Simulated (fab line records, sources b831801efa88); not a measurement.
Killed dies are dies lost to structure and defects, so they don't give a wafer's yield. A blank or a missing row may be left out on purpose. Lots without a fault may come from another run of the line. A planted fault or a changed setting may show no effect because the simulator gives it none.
Which tool did it? | flow gf180mcu | 11 lots, 33 wafers sampled, at 5 steps of a route of 602

WHAT THE GAUGES READ, wafer by wafer
GF_LVPWELL_TW_MEAS_11.
lot  | measured    | on            | LVPWELL_TW
L179 | day 4 02:09 | film_metro-01 | 567 568 567
L180 | day 4 09:58 | film_metro-01 | 568 571 571
L181 | day 4 13:12 | film_metro-03 | 564 563 564
L183 | day 5 00:35 | film_metro-01 | 567 565 566
L184 | day 5 05:11 | film_metro-03 | 560 556 556
L185 | day 5 14:12 | film_metro-04 | 566 566 566
L186 | day 5 17:16 | film_metro-03 | 560 560 562
L195 | day 7 20:25 | film_metro-03 | 566 562 565
L196 | day 8 01:24 | film_metro-01 | 562 562 565
L200 | day 9 01:10 | film_metro-03 | 564 560 565
L201 | day 9 12:53 | film_metro-04 | 567 565 566

GF_POLY_GATE_CD_MEAS_18.
lot  | measured     | on        | cd_nm (nm)
L179 | day 9 11:44  | cd_sem-02 | 280.1 280.0 279.4
L180 | day 9 23:25  | cd_sem-02 | 280.8 278.6 276.9
L181 | day 10 03:21 | cd_sem-01 | 280.4 283.8 282.0
L183 | day 10 19:32 | cd_sem-02 | 281.9 283.3 282.2
L184 | day 10 22:11 | cd_sem-02 | 280.6 279.8 281.7
L185 | day 11 11:52 | cd_sem-01 | - - -
L186 | day 11 15:59 | cd_sem-01 | - - -
L195 | day 14 07:20 | cd_sem-02 | 285.2 280.8 281.1
L196 | day 14 15:35 | cd_sem-01 | 283.7 282.2 283.9
L200 | day 15 18:45 | cd_sem-02 | 279.3 281.3 279.9
L201 | day 16 10:07 | cd_sem-01 | 282.2 281.5 281.0

WHICH TOOL RAN EACH LOT (tool, then ch and the chambers of the sampled wafers, then the start)
lot  | GF_DNWELL_STRIP_08                  | GF_POLY_GATE_ETCH_12               | GF_POLY_GATE_ETCH_13
L179 | plasma_asher-01 ch 0, day 2 23:51   | rie_diel-01 ch 1,2,3, day 9 10:08  | rie_si-01 ch 0,1,2, day 9 10:11
L180 | plasma_asher-04 ch 0,1, day 3 06:38 | rie_diel-01 ch 2,3, day 9 20:42    | rie_si-02 ch 1,2, day 9 20:45
L181 | plasma_asher-01 ch 0,1, day 3 10:36 | rie_diel-04 ch 0,1,3, day 10 01:25 | rie_si-02 ch 0,1,2, day 10 01:28
L183 | plasma_asher-04 ch 0,1, day 3 20:48 | rie_diel-02 ch 0,1,3, day 10 17:05 | rie_si-01 ch 0,1,2, day 10 17:08
L184 | plasma_asher-01 ch 0,1, day 4 02:22 | rie_diel-02 ch 0,1,2, day 10 19:56 | rie_si-02 ch 0,1,2, day 10 19:59
L185 | plasma_asher-02 ch 0,1, day 4 09:21 | rie_diel-04 ch 0,1, day 11 08:13   | rie_si-02 ch 1,2,3, day 11 08:16
L186 | plasma_asher-04 ch 0,1, day 4 12:04 | rie_diel-02 ch 0,1,3, day 11 14:00 | rie_si-02 ch 0,2,3, day 11 14:03
L195 | plasma_asher-04 ch 0,1, day 6 13:05 | rie_diel-02 ch 2,3, day 14 04:53   | rie_si-01 ch 1,2, day 14 04:56
L196 | plasma_asher-04 ch 0,1, day 6 17:22 | rie_diel-04 ch 0,3, day 14 13:13   | rie_si-02 ch 0,1,3, day 14 13:16
L200 | plasma_asher-04 ch 0,1, day 7 15:30 | rie_diel-04 ch 1,2, day 15 17:06   | rie_si-01 ch 1,3, day 15 17:09
L201 | plasma_asher-04 ch 0,1, day 8 02:03 | rie_diel-04 ch 0,1,3, day 16 08:31 | rie_si-01 ch 1,3, day 16 08:34
- GF_DNWELL_STRIP_08: strips in O2/N2.
- GF_POLY_GATE_ETCH_12: etches BARC in N2/H2.
- GF_POLY_GATE_ETCH_13: etches poly-Si in HBr/Cl2, stops on SiO2, target depth 198.5 nm, time 69.6 s.

WHAT THE TOOLS THEMSELVES READ (means of the sampled wafers that have a number; where no wafer has one, the mark that the record gives instead)
GF_DNWELL_STRIP_08.
lot  | tool            | drypump_motor_current_A (A) | heater_power_w (W) | oes_product_au (a.u.) | strip_time_to_endpoint_s (s)
L179 | plasma_asher-01 | 6.1                         | 323                | 0.724                 | 37.03
L180 | plasma_asher-04 | 5.5                         | 299                | 0.722                 | 37.10
L181 | plasma_asher-01 | 6.0                         | 305                | 0.723                 | 37.01
L183 | plasma_asher-04 | 5.3                         | 291                | 0.721                 | 36.89
L184 | plasma_asher-01 | 6.1                         | 315                | 0.719                 | 37.18
L185 | plasma_asher-02 | 5.0                         | 311                | 0.721                 | 36.88
L186 | plasma_asher-04 | 5.3                         | 289                | 0.727                 | 37.00
L195 | plasma_asher-04 | 5.2                         | 286                | 0.724                 | 36.95
L196 | plasma_asher-04 | 5.2                         | 292                | 0.721                 | 36.94
L200 | plasma_asher-04 | 5.5                         | 296                | 0.722                 | 37.13
L201 | plasma_asher-04 | 5.5                         | 298                | 0.721                 | 37.01

GF_POLY_GATE_ETCH_12.
lot  | tool        | bias_w (W) | chamber_pressure_mTorr (mTorr) | drypump_motor_current_A (A) | oes_product_au (a.u.) | throttle_valve_pct (%)
L179 | rie_diel-01 | 100.4      | 30.00                          | 5.2                         | 0.730                 | 13.206
L180 | rie_diel-01 | 100.2      | 29.99                          | 5.2                         | 0.736                 | 13.212
L181 | rie_diel-04 | 99.9       | 29.99                          | 5.6                         | 0.733                 | 13.217
L183 | rie_diel-02 | 99.8       | 29.96                          | 5.9                         | 0.734                 | 13.209
L184 | rie_diel-02 | 99.8       | 30.00                          | 6.0                         | 0.733                 | 13.218
L185 | rie_diel-04 | -          | -                              | -                           | -                     | -
L186 | rie_diel-02 | -          | -                              | -                           | -                     | -
L195 | rie_diel-02 | 99.9       | 30.03                          | 5.8                         | 0.737                 | 13.207
L196 | rie_diel-04 | 100.1      | 29.99                          | 5.7                         | 0.734                 | 13.218
L200 | rie_diel-04 | 100.2      | 30.00                          | 6.1                         | 0.739                 | 13.209
L201 | rie_diel-04 | 100.3      | 30.01                          | 5.6                         | 0.734                 | 13.211

GF_POLY_GATE_ETCH_13.
lot  | tool      | HBr_flow_sccm (sccm) | bias_w (W) | drypump_motor_current_A (A) | oes_product_au (a.u.) | throttle_valve_pct (%)
L179 | rie_si-01 | 150.1                | 99.94      | 5.5                         | 0.990                 | 33.684
L180 | rie_si-02 | 150.2                | 100.12     | 6.0                         | 0.986                 | 33.689
L181 | rie_si-02 | 149.3                | 99.83      | 5.6                         | 0.988                 | 33.684
L183 | rie_si-01 | 150.1                | 100.21     | 5.6                         | 0.984                 | 33.684
L184 | rie_si-02 | 149.9                | 99.90      | 5.6                         | 1.001                 | 33.684
L185 | rie_si-02 | 150.2                | 100.12     | 5.7                         | 0.273                 | 33.680
L186 | rie_si-02 | 150.1                | 100.08     | 5.2                         | 0.278                 | 33.681
L195 | rie_si-01 | 150.1                | 99.91      | 5.7                         | 0.999                 | 33.686
L196 | rie_si-02 | 149.8                | 100.02     | 5.4                         | 0.977                 | 33.688
L200 | rie_si-01 | 150.1                | 100.07     | 5.8                         | 0.996                 | 33.686
L201 | rie_si-01 | 150.3                | 99.81      | 5.9                         | 0.995                 | 33.679

THE ANSWER, worked out from the rows above alone
Rule: what is usual is taken from the lots themselves. Put in order of their means at a reading, lots are off if they are a third of the lots or fewer, leave a main group of 4 or more, and stand apart from it by a gap of 3 or more times the standard deviation of the main group's means; of several such gaps the widest counts. A main group whose means are all the same, to the digits that the tables above print for the reading, isn't used. A lot without any number at a reading at which 4 lots or more have one is off too. The other lots that the step has rows for count as sound. The gauges are gone through in route order, then the tools' own readings, and for those a lot's mean is taken as printed above. The first step at which some lot is off is used, and at that step the reading that is off furthest; a lot without a number counts as furthest.
Off: L185, L186, at GF_POLY_GATE_CD_MEAS_18 (cd_nm). Without a number there: L185, L186. The main group: mean 281.2 nm, standard deviation 1.4.
A tool fits if, at a process step before that reading, it ran every lot that is off, and no sound lot after the first of them. The gauges at GF_POLY_GATE_CD_MEAS_18 aren't tried: what is off there is off at GF_POLY_GATE_ETCH_12 too, on other tools, and a gauge's error can't cause that. None of those tried fits.

WHAT THE SIMULATOR HAD PUT IN
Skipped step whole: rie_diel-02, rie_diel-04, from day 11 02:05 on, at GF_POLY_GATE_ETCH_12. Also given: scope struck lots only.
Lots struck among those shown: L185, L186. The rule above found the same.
